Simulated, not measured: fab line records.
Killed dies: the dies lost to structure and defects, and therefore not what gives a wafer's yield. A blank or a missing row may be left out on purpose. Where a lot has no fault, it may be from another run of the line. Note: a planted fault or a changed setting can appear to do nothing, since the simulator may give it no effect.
Chamber matching	flow sfq_line	SFQ_TRILAYER_I2_CMP_CMP_064 on cmp-01: 4 sister chambers
The step polishes SiO2. 8 wafers are shown with their chamber, then 7 later ones without.

WAFERS PAIRED WITH THEIR CHAMBERS
wafer	chamber	motor_current_A (A)	time_to_endpoint_s (s)
L527.1	3	10.5	200
L527.2	2	10.0	222
L528.6	1	12.2	213
L530.2	2	10.0	224
L530.4	0	8.1	209
L530.6	1	11.5	214
L533.1	3	9.9	206
L533.2	0	9.0	206

WAFERS MISSING THEIR CHAMBER
wafer	motor_current_A (A)	time_to_endpoint_s (s)
L533.6	10.1	216
L536.1	12.2	212
L536.2	10.2	219
L536.4	10.1	238
L538.1	10.7	217
L538.4	10.3	240
L538.5	9.9	222

EACH ONE'S CHAMBER
wafer	from the rows above	in truth
L533.6	can't be placed: 2 or 1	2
L536.1	1	1
L536.2	2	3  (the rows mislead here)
L536.4	2	2
L538.1	can't be placed: 2 or 1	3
L538.4	2	2
L538.5	2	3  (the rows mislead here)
Correct placement for 3 of the 7. Unplaceable from these rows: 2, with the true chamber sitting among the candidates in 1. Wrongly placed: 2.
How it was worked out, from the rows above alone: a wafer's distance from a chamber is the root of the sum, over the readings, of the square of ((its reading less the chamber's mean) divided by the reading's scatter). The wafer belongs to the nearest chamber; if the next one is less than 2 further off, it can't be placed. The mean given for a chamber averages the wafers shown for that chamber. The scatter is the square root of a quotient: the sum, over the shown wafers, of each reading's squared deviation from its chamber's mean, divided by wafers minus chambers.
